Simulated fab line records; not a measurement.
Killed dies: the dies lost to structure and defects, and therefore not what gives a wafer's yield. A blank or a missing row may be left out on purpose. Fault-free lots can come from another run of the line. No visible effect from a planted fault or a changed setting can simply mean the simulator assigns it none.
fab line records | flow sky130
record: lots: 6 wafers: 18 last-day: 50
route steps=708 shown SONOS_ONO@168
lots with no fault: from the same line, run without faults
start-h: hours from the record's opening day to when the first of the lot's shown wafers began | wait-h: hours elapsed since this lot's preceding step | " the same as in the row above | L1.1+2: one row covering several wafers at once | - value missing, or start not given | * or withheld: withheld | < > ~ a bound
route shown NAME@n: NAME is a module with steps in the file, n the number in the route of the first one | usual: average and standard deviation across the fault-free wafers | same: alike in all rows | chamber/n: place in a boat | sites: the reading at each site | _std_site: standard deviation across them | _edge_site: outer sites' mean less inner sites' | radius-mm: for every site, how far away it sits from the centre of the wafer | mask NAME#n: copy n | behind: the last tool/chamber to shape the wafer | hold: why the lot was held/for how many hours/how that ended | device: which transistor (n, p or np) failed to switch | end of line: the tests these same wafers got at the end of their route | step lacking rows: just its recipe | killed: at the first sort, the dies lost to defects and structure; wafer yield is something else | map: the dies of a wafer, with x for killed, . for not killed, _ for no die there
set.NAME: setting as actually run; set.NAME@STEP: the setting as run at that earlier step | model.NAME: the simulator's own value behind a step, which no gauge read
lots at selected steps of the route; one table per step, one row per wafer
== steps ==
step: SKY_SONOS_ONO_OXIDATION_00
recipe: temp-c: 800 ambient: O2 idle-temp-c: 700 ramp-up-c-per-min: 10 ramp-down-c-per-min: 3 stabilise-s: 600 purge-s: 300 target-thk-a: 26 ox-time-s: 1249
step: SKY_SONOS_ONO_THK_MEAS_01
recipe: reads: SiO2_of_SONOS_ONO_OXIDATION_00
usual: SONOS_ONO_OXIDATION_THK: 2.58/0.06
columns lot.wafer tool chamber start-h wait-h SONOS_ONO_OXIDATION_THK[nm]
L173.1 film-metro-01 - 248.45 0.0 2.63
L173.2 " - " " 2.66
L173.4 " - " " 2.72
L178.1 film-metro-02 - 292.09 0.0 2.56
L178.3 " - " " 2.56
L178.5 " - " " 2.59
L179.1 film-metro-04 - 300.79 0.0 2.54
L179.2 " - " " 2.55
L179.5 " - " " 2.51
L186.1 film-metro-01 - 364.72 0.0 2.57
L186.3 " - " " 2.49
L186.5 " - " " 2.51
L189.3 film-metro-02 - 380.56 0.0 2.48
L189.5 " - " " 2.55
L189.6 " - " " 2.55
L195.2 film-metro-04 - 430.37 0.0 2.72
L195.3 " - " " 2.65
L195.4 " - " " 2.67
step: SKY_SONOS_ONO_CVD_02
recipe: material: Si3N4 precursor: DCS/NH3 target-thk-nm: 10.5 temp-c: 770 time-s: 180 pressure-mtorr: 250
step: SKY_SONOS_ONO_THK_MEAS_03
recipe: reads: Si3N4_of_SONOS_ONO_CVD_02
usual: SONOS_ONO_CVD_02_THK: 10.45/0.15
columns lot.wafer tool chamber start-h wait-h SONOS_ONO_CVD_02_THK[nm]
L173.1 film-metro-01 - 249.56 0.0 10.50
L173.2 " - " " 10.39
L173.4 " - " " 10.50
L178.1 film-metro-01 - 293.52 0.0 10.69
L178.3 " - " " 10.60
L178.5 " - " " 10.71
L179.1 film-metro-02 - 302.34 0.0 10.78
L179.2 " - " " 10.89
L179.5 " - " " 10.67
L186.1 film-metro-04 - 366.27 0.0 10.51
L186.3 " - " " 10.42
L186.5 " - " " 10.40
L189.3 film-metro-02 - 381.67 0.0 10.32
L189.5 " - " " 10.39
L189.6 " - " " 10.45
L195.2 film-metro-04 - 432.33 0.0 10.32
L195.3 " - " " 10.30
L195.4 " - " " 10.36
step: SKY_SONOS_ONO_CVD_04
recipe: material: SiO2 precursor: SiH4/N2O target-thk-nm: 5.7199 temp-c: 900 pressure-mtorr: 400
step: SKY_SONOS_ONO_THK_MEAS_05
recipe: reads: SiO2_of_SONOS_ONO_CVD_04
usual: SONOS_ONO_CVD_04_THK: 5.75/0.1
columns lot.wafer tool chamber start-h wait-h SONOS_ONO_CVD_04_THK[nm]
L173.1 film-metro-02 - 250.87 0.0 5.71
L173.2 " - " " 5.69
L173.4 " - " " 5.69
L178.1 film-metro-01 - 294.83 0.0 5.74
L178.3 " - " " 5.77
L178.5 " - " " 5.72
L179.1 film-metro-02 - 303.65 0.0 5.83
L179.2 " - " " 5.83
L179.5 " - " " 5.85
L186.1 film-metro-02 - 367.58 0.0 5.66
L186.3 " - " " 5.70
L186.5 " - " " 5.60
L189.3 film-metro-01 - 382.98 0.0 5.68
L189.5 " - " " 5.55
L189.6 " - " " 5.70
L195.2 film-metro-02 - 433.64 0.0 5.82
L195.3 " - " " 5.70
L195.4 " - " " 5.65
step: SKY_SONOS_ONO_DEHYDRATE_06
recipe: temp-c: 200 time-s: 60
step: SKY_SONOS_ONO_HMDS_07
recipe: prime-time-s: 60 prime-temp-c: 120
step: SKY_SONOS_ONO_COAT_08
recipe: resist: NOVOLAK spin-rpm: 3000 resist-thk-nm: 1140
step: SKY_SONOS_ONO_SOFTBAKE_09
recipe: temp-c: 90 time-s: 60 resist: NOVOLAK
step: SKY_SONOS_ONO_EXPOSE_10
recipe: mask-id: ONOM target-cd-nm: 410 na: 0.6 source-shape: conventional sigma-outer: 0.6 dose-mj: 150
step: SKY_SONOS_ONO_PEB_11
recipe: temp-c: withheld time-s: * resist: NOVOLAK
step: SKY_SONOS_ONO_DEVELOP_12
recipe: develop-time-s: 60 dev-temp-c: 23
usual: chill-plate-temp-C: 22.98/0.11 develop-time-s: 60/0
columns lot.wafer tool chamber start-h wait-h chill-plate-temp-C develop-time-s
L173.1 litho-track-04 0 274.95 0.1 22.92 60
L173.2 " 0 " " 22.89 60
L173.4 " 0 " " 22.96 60
L178.1 litho-track-04 - 319.59 0.1 - -
L178.3 " - " " - -
L178.5 " - " " - -
L179.1 litho-track-01 - 329.26 0.1 - -
L179.2 " - " " - -
L179.5 " - " " - -
L186.1 litho-track-01 0 396.16 0.1 22.95 60
L186.3 " 0 " " 23.03 60
L186.5 " 0 " " 22.99 60
L189.3 litho-track-03 0 411.97 0.1 22.90 60
L189.5 " 0 " " 22.87 60
L189.6 " 0 " " 22.73 60
L195.2 litho-track-04 0 464.32 0.1 22.94 60
L195.3 " 0 " " 22.86 60
L195.4 " 0 " " 22.83 60
step: SKY_SONOS_ONO_CD_MEAS_13
recipe: target-cd-nm: 410
usual: cd-nm: 409.7/2.3
columns lot.wafer tool chamber start-h wait-h cd-nm
L173.1 cd-sem-01 - 275.10 0.1 410.8
L173.2 " - " " 413.3
L173.4 " - " " 411.4
L178.1 cd-sem-02 - 319.74 0.1 -
L178.3 " - " " -
L178.5 " - " " -
L179.1 cd-sem-01 - 329.41 0.1 -
L179.2 " - " " -
L179.5 " - " " -
L186.1 cd-sem-02 - 396.31 0.1 409.0
L186.3 " - " " 412.3
L186.5 " - " " 413.1
L189.3 cd-sem-02 - 412.11 0.1 411.5
L189.5 " - " " 411.6
L189.6 " - " " 410.2
L195.2 cd-sem-02 - 464.46 0.1 412.5
L195.3 " - " " 411.5
L195.4 " - " " 410.5
== key ==
first-sign: step: SKY_SONOS_ONO_DEVELOP_12 reading: tool-record direction: missing
effect none on later readings
met-at SKY_SONOS_ONO_DEVELOP_12
struck-wafers L178.1,L178.3,L178.5,L179.1,L179.2,L179.5
later-rows-left-out L178.1,L178.3,L178.5,L179.1,L179.2,L179.5
sort-left-out L178.1,L178.3,L178.5,L179.1,L179.2,L179.5
tester-left-out L178,L179
onset-between 274.95 319.59
fault: kind: skipped-step-whole tool: litho-track-01,litho-track-04 chamber: - onset-h: 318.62 steps: SKY_SONOS_ONO_DEVELOP_12 scope: struck-lots-only
tester-left-out: of these lots the tester's yield and bins aren't shown, on N5 and GAA mostly nor the transistor test; their killed dies are dies lost to structure and defects alone, not to doping, threshold or leakage, so they don't give the yield
sort-left-out: the simulated sort isn't trusted on such a fault, so these wafers' sort isn't shown, and their yield isn't known
later-rows-left-out: the simulator's readings of these wafers behind a module that went badly wrong aren't trusted and aren't shown, but for the sort
